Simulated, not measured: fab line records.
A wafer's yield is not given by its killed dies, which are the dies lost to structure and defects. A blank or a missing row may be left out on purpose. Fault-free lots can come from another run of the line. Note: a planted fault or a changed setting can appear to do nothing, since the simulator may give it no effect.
Which of the tools did it? :: flow gf180mcu :: 13 lots, 39 wafers sampled, at 5 steps of a route of 602

== WHAT EACH GAUGE READ, for each wafer ==
GF_HV_LDD_TW_MEAS_50.
lot: L133
measured: day 13 00:21
on: film_metro-02
HV_LDD_4_TW: 576 577 578

lot: L134
measured: day 13 17:47
on: film_metro-01
HV_LDD_4_TW: 582 580 581

lot: L135
measured: day 13 22:37
on: film_metro-01
HV_LDD_4_TW: 583 584 577

lot: L137
measured: day 14 10:51
on: film_metro-02
HV_LDD_4_TW: 579 578 582

lot: L136
measured: day 14 11:11
on: film_metro-01
HV_LDD_4_TW: 582 585 584

lot: L138
measured: day 14 15:56
on: film_metro-02
HV_LDD_4_TW: 581 578 577

lot: L141
measured: day 15 20:03
on: film_metro-01
HV_LDD_4_TW: 567 580 580

lot: L149
measured: day 18 14:53
on: film_metro-01
HV_LDD_4_TW: 585 587 584

lot: L150
measured: day 18 19:57
on: film_metro-03
HV_LDD_4_TW: 575 574 577

lot: L151
measured: day 19 02:21
on: film_metro-03
HV_LDD_4_TW: 579 580 577

lot: L152
measured: day 19 09:20
on: film_metro-03
HV_LDD_4_TW: 579 580 581

lot: L153
measured: day 19 23:04
on: film_metro-03
HV_LDD_4_TW: 579 577 581

lot: L154
measured: day 20 04:53
on: film_metro-01
HV_LDD_4_TW: 576 578 574

GF_V2_CD_MEAS_14: the cd target is 260 nm.
lot: L133
measured: day 21 03:14
on: cd_sem-01
cd_nm (nm): 258.6 259.2 258.2

lot: L134
measured: day 22 00:56
on: cd_sem-02
cd_nm (nm): 259.6 259.9 259.2

lot: L135
measured: day 22 05:16
on: cd_sem-01
cd_nm (nm): 259.8 257.7 258.9

lot: L137
measured: day 22 19:02
on: cd_sem-01
cd_nm (nm): 260.3 261.1 261.3

lot: L136
measured: day 22 22:24
on: cd_sem-02
cd_nm (nm): 258.9 259.0 257.3

lot: L138
measured: day 23 01:00
on: cd_sem-02
cd_nm (nm): 260.8 259.3 258.5

lot: L141
measured: day 24 04:14
on: cd_sem-01
cd_nm (nm): 259.5 260.2 259.2

lot: L149
measured: day 26 17:22
on: cd_sem-01
cd_nm (nm): 258.1 258.2 259.8

lot: L150
measured: day 26 23:59
on: cd_sem-02
cd_nm (nm): 259.5 260.8 260.0

lot: L151
measured: day 27 04:06
on: cd_sem-01
cd_nm (nm): 259.2 259.3 260.2

lot: L152
measured: day 27 10:32
on: cd_sem-01
cd_nm (nm): 259.3 259.2 259.7

lot: L153
measured: day 27 23:11
on: cd_sem-02
cd_nm (nm): 261.0 261.1 261.3

lot: L154
measured: day 28 03:05
on: cd_sem-01
cd_nm (nm): 261.4 261.3 261.6

GF_V3_OVL_MEAS_15.
lot: L133
measured: day 23 06:16
on: overlay-01
V3_OVL (nm): -2 0 1

lot: L134
measured: day 24 02:44
on: overlay-01
V3_OVL (nm): 9 9 7

lot: L135
measured: day 24 05:58
on: overlay-02
V3_OVL (nm): 7 10 14

lot: L137
measured: day 24 19:16
on: overlay-02
V3_OVL (nm): 10 11 4

lot: L136
measured: day 24 23:29
on: overlay-01
V3_OVL (nm): 3 8 9

lot: L138
measured: day 25 01:05
on: overlay-02
V3_OVL (nm): 8 7 9

lot: L141
measured: day 26 03:28
on: overlay-02
V3_OVL (nm): -12 -12 -11

lot: L149
measured: day 28 12:57
on: overlay-01
V3_OVL (nm): 9 8 4

lot: L150
measured: day 28 19:16
on: overlay-02
V3_OVL (nm): -8 -9 -8

lot: L151
measured: day 28 23:31
on: overlay-02
V3_OVL (nm): -4 1 -4

lot: L152
measured: day 29 05:37
on: overlay-02
V3_OVL (nm): -3 -1 -9

lot: L153
measured: day 29 18:10
on: overlay-02
V3_OVL (nm): 11 11 6

lot: L154
measured: day 29 21:57
on: overlay-01
V3_OVL (nm): 7 2 -1

GF_V3_THK_MEAS_25: measures by xrf.
lot: L133
measured: day 23 07:17
on: film_metro-04
V3_W_THK (nm): 352 347 349

lot: L134
measured: day 24 03:52
on: film_metro-03
V3_W_THK (nm): 363 360 360

lot: L135
measured: day 24 07:00
on: film_metro-04
V3_W_THK (nm): 352 354 357

lot: L137
measured: day 24 20:19
on: film_metro-04
V3_W_THK (nm): 361 363 361

lot: L136
measured: day 25 00:38
on: film_metro-04
V3_W_THK (nm): 360 356 357

lot: L138
measured: day 25 02:10
on: film_metro-01
V3_W_THK (nm): 359 355 361

lot: L141
measured: day 26 04:29
on: film_metro-04
V3_W_THK (nm): 356 353 356

lot: L149
measured: day 28 14:01
on: film_metro-04
V3_W_THK (nm): 363 361 357

lot: L150
measured: day 28 20:17
on: film_metro-01
V3_W_THK (nm): 375 367 365

lot: L151
measured: day 29 00:34
on: film_metro-03
V3_W_THK (nm): 353 355 353

lot: L152
measured: day 29 06:40
on: film_metro-03
V3_W_THK (nm): 363 365 355

lot: L153
measured: day 29 19:13
on: film_metro-04
V3_W_THK (nm): 350 357 350

lot: L154
measured: day 29 22:59
on: film_metro-04
V3_W_THK (nm): 361 362 356

== WHICH TOOL RAN EACH LOT (tool, then ch and the chambers of the sampled wafers, then the start) ==
lot: L133
GF_HV_LDD_IMPLANT_48: implanter-02 ch 0, day 13 00:06

lot: L134
GF_HV_LDD_IMPLANT_48: implanter-02 ch 0, day 13 17:34

lot: L135
GF_HV_LDD_IMPLANT_48: implanter-02 ch 0, day 13 22:22

lot: L137
GF_HV_LDD_IMPLANT_48: implanter-02 ch 0, day 14 10:36

lot: L136
GF_HV_LDD_IMPLANT_48: implanter-01 ch 0, day 14 10:58

lot: L138
GF_HV_LDD_IMPLANT_48: implanter-02 ch 0, day 14 15:43

lot: L141
GF_HV_LDD_IMPLANT_48: implanter-02 ch 0, day 15 19:48

lot: L149
GF_HV_LDD_IMPLANT_48: implanter-01 ch 0, day 18 14:38

lot: L150
GF_HV_LDD_IMPLANT_48: implanter-02 ch 0, day 18 19:42

lot: L151
GF_HV_LDD_IMPLANT_48: implanter-01 ch 0, day 19 02:07

lot: L152
GF_HV_LDD_IMPLANT_48: implanter-02 ch 0, day 19 09:05

lot: L153
GF_HV_LDD_IMPLANT_48: implanter-03 ch 0, day 19 22:50

lot: L154
GF_HV_LDD_IMPLANT_48: implanter-02 ch 0, day 20 04:38
- GF_HV_LDD_IMPLANT_48

== AS READ BY THE TOOLS THEMSELVES (means over the sampled wafers that have a number; for cases with no such wafer, the mark the record gives instead) ==
The record holds no such reading with a usual standard deviation.

== THE ANSWER, worked out from the rows above alone ==
Rule: the lots themselves supply what counts as usual. The widest of any qualifying gaps counts: lots, ordered by their means at a reading, are off when they make up no more than a third of the lots, leave a main group of 4 or more, and stand apart from it by 3 or more times the standard deviation of that group's means. A main group whose means are all the same, to the digits that the tables above print for the reading, isn't used. Also off: a lot with no number at a reading for which 4 or more lots have one. Where the step has rows for the other lots, those lots are counted as sound. After the gauges, taken in route order, come the tools' own readings; for these a lot's mean is taken, as printed above. The first step at which some lot is off is used, and at that step the reading that is off furthest; a lot without a number counts as furthest.
No lot is off on any of the readings shown, so nothing can be concluded from this.

== WHAT THE SIMULATOR PUT IN ==
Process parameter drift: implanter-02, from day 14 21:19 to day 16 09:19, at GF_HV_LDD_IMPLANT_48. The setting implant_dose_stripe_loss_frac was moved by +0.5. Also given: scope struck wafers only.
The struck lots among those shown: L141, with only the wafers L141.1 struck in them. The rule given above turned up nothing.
